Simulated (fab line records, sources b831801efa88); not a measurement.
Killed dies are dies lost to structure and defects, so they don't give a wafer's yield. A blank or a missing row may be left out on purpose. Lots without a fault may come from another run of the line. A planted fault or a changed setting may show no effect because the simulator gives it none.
Which tool did it? | flow gf180mcu | 6 lots, 18 wafers sampled, at 2 steps of a route of 602

WHAT THE GAUGES READ, wafer by wafer
GF_POLY_GATE_CD_MEAS_18.
lot  | measured     | on        | cd_nm (nm)
L419 | day 10 13:19 | cd_sem-02 | 279.9 280.1 280.0
L421 | day 11 02:49 | cd_sem-02 | 280.6 279.0 280.5
L423 | day 12 03:46 | cd_sem-02 | 279.0 282.0 279.8
L428 | day 13 04:14 | cd_sem-02 | 280.7 279.4 277.7
L431 | day 14 01:05 | cd_sem-02 | 286.4 279.3 282.6
L436 | day 15 15:07 | cd_sem-02 | 281.0 280.5 282.3

WHICH TOOL RAN EACH LOT (tool, then ch and the chambers of the sampled wafers, then the start)
lot  | GF_POLY_GATE_ETCH_12
L419 | rie_diel-02 ch 0,1,2, day 10 11:45
L421 | rie_diel-04 ch 0,1,2, day 11 00:49
L423 | rie_diel-04 ch 0,1,3, day 12 01:49
L428 | rie_diel-03 ch 1,2,3, day 13 02:40
L431 | rie_diel-03 ch 0,1,3, day 13 22:13
L436 | rie_diel-04 ch 0,3, day 15 13:11
- GF_POLY_GATE_ETCH_12: etches BARC in N2/H2.

THE ANSWER, worked out from the rows above alone
Rule: what is usual is taken from the lots themselves. Put in order of their means at a reading, lots are off if they are a third of the lots or fewer, leave a main group of 4 or more, and stand apart from it by a gap of 3 or more times the standard deviation of the main group's means; of several such gaps the widest counts. A main group whose means are all the same, to the digits that the tables above print for the reading, isn't used. A lot without any number at a reading at which 4 lots or more have one is off too. The other lots that the step has rows for count as sound.
No lot is off at any reading shown: from this, nothing can be told.

WHAT THE SIMULATOR HAD PUT IN
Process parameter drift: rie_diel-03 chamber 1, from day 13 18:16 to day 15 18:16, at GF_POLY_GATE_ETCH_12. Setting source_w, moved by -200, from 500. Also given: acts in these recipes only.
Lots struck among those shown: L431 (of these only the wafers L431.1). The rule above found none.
